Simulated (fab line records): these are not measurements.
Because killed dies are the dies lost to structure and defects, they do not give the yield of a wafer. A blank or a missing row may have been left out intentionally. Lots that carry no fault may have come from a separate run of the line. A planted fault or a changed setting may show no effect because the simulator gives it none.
Chamber matching	flow gf180mcu	GF_STI_CMP_25 on cmp-01 has 4 sister chambers
The step polishes, stops on Si3N4, t overpolish 33 s, target thk 524.6 nm. 8 wafers are shown with their chamber, then 8 later ones without.

## EACH WAFER AND ITS CHAMBER
wafer	chamber	motor_current_A (A)	time_to_endpoint_s (s)
L083.1	0	11.7	136
L083.2	1	13.4	127
L083.5	2	11.8	133
L083.6	3	11.3	125
L085.1	2	11.3	125
L085.2	1	11.8	116
L085.3	0	11.8	125
L085.4	3	10.7	122

## WAFERS WHOSE CHAMBER IS MISSING
wafer	motor_current_A (A)	time_to_endpoint_s (s)
L085.5	11.8	123
L085.6	11.0	115
L089.1	11.9	128
L089.2	12.0	122
L089.3	11.3	117
L089.4	11.3	128
L089.5	12.3	122
L089.6	11.9	132

## EACH ONE'S CHAMBER
wafer	from the rows above	in truth
L085.5	can't be placed: 2 or 0 or 3 or 1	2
L085.6	can't be placed: 3 or 2 or 1 or 0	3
L089.1	can't be placed: 0 or 2 or 1 or 3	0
L089.2	can't be placed: 1 or 2 or 0 or 3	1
L089.3	can't be placed: 3 or 2 or 1 or 0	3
L089.4	can't be placed: 2 or 0 or 3 or 1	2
L089.5	can't be placed: 1 or 0 or 2 or 3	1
L089.6	can't be placed: 0 or 2 or 3 or 1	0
Placed correctly: 0 of 8. Unplaceable from these rows: 8, with the true chamber sitting among the candidates in 8. Number placed wrongly: 0.
How it was worked out, from the rows above alone: a wafer's distance from a chamber is the root of the sum, over the readings, of the square of ((its reading less the chamber's mean) divided by the reading's scatter). If the next closest chamber is less than 2 further off than the closest, the wafer can't be placed; otherwise it belongs to the closest. A chamber's mean is the mean of its shown wafers. How the scatter is found: for the shown wafers, subtract from each reading the mean of its chamber, square and add these, divide the total by (wafers less chambers), then take the root.
